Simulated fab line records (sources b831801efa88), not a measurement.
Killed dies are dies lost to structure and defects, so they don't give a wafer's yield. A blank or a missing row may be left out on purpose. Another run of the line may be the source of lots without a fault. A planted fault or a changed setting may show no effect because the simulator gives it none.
A single fault, viewed from 2 desks -- flow sky130 -- every desk sees just its own numbers, and what lay behind them comes last

## DESK OF THE TOOL OWNER: plasmaAsher-02
The tool's own readings at SKY_LDD_P_STRIP_10 (strips in O2/N2): means of the sampled wafers that have a number, for each lot that ran on this tool. Any lot whose mean is over 4 standard deviations away from the usual mean is out of limits and marked OUT; that distance is given in the brackets.
Columns: A = chamberPressureMTorr at SKY_LDD_P_STRIP_10, usual 1500.3 mTorr; B = drypumpMotorCurrentA at SKY_LDD_P_STRIP_10, usual 5.8 A; C = n2FlowSccm at SKY_LDD_P_STRIP_10, usual 300.1 sccm; D = oesProductAu at SKY_LDD_P_STRIP_10, usual 0.715 a.u.; E = stripTimeToEndpointS at SKY_LDD_P_STRIP_10, usual 14.19 s
lot,first seen here,A,B,C,D,E
L743,day 20 15:55,1500.4,5.4,299.2,0.715,14.16
L748,day 21 22:58,1500.2,5.4,300.2,0.716,14.16
L750,day 22 19:13,1499.7,5.4,300.0,0.718,14.22
L749,day 22 21:22,1500.2,5.7,300.7,0.715,14.28
L754,day 24 13:54,1500.4,5.9,301.1,0.714,14.15
This desk's finding: nothing out of limits on any of the 5 lots.

## AT THE METROLOGY DESK
Means of the sampled wafers that have a number, per lot and without regard to the tool the lot ran on: this is what the gauges read. Any lot whose mean is over 4 standard deviations away from the usual mean is out of limits and marked OUT; that distance is given in the brackets.
Columns: A = cdNm at SKY_VIA3_CD_MEAS_12, usual 199.8 nm; B = cdNm at SKY_METAL4_CD_MEAS_13, usual 300.2 nm
lot,first seen here,A,B
L741,day 39 22:59,199.5,300.0
L742,day 40 06:46,199.6,300.5
L743,day 40 22:22,199.6,299.0
L745,day 41 05:08,199.1,302.0
L746,day 41 11:19,199.3,297.8
L748,day 41 23:22,201.1,300.6
L750,day 42 17:58,198.8,299.6
L749,day 42 21:32,200.2,301.0
L751,day 43 04:53,199.5,299.5
L754,day 44 02:46,197.3,298.9
L760,day 45 08:34,198.6,301.3
L763,day 46 07:32,201.0,300.9
L764,day 46 07:46,199.0,299.4
This desk's finding: nothing out of limits on any of the 13 lots.

## ALL TOGETHER
The tool owner's desk saw nothing out of limits.
At the metrology desk, nothing out of limits was observed.

## WHAT HAD BEEN PUT IN BY THE SIMULATOR
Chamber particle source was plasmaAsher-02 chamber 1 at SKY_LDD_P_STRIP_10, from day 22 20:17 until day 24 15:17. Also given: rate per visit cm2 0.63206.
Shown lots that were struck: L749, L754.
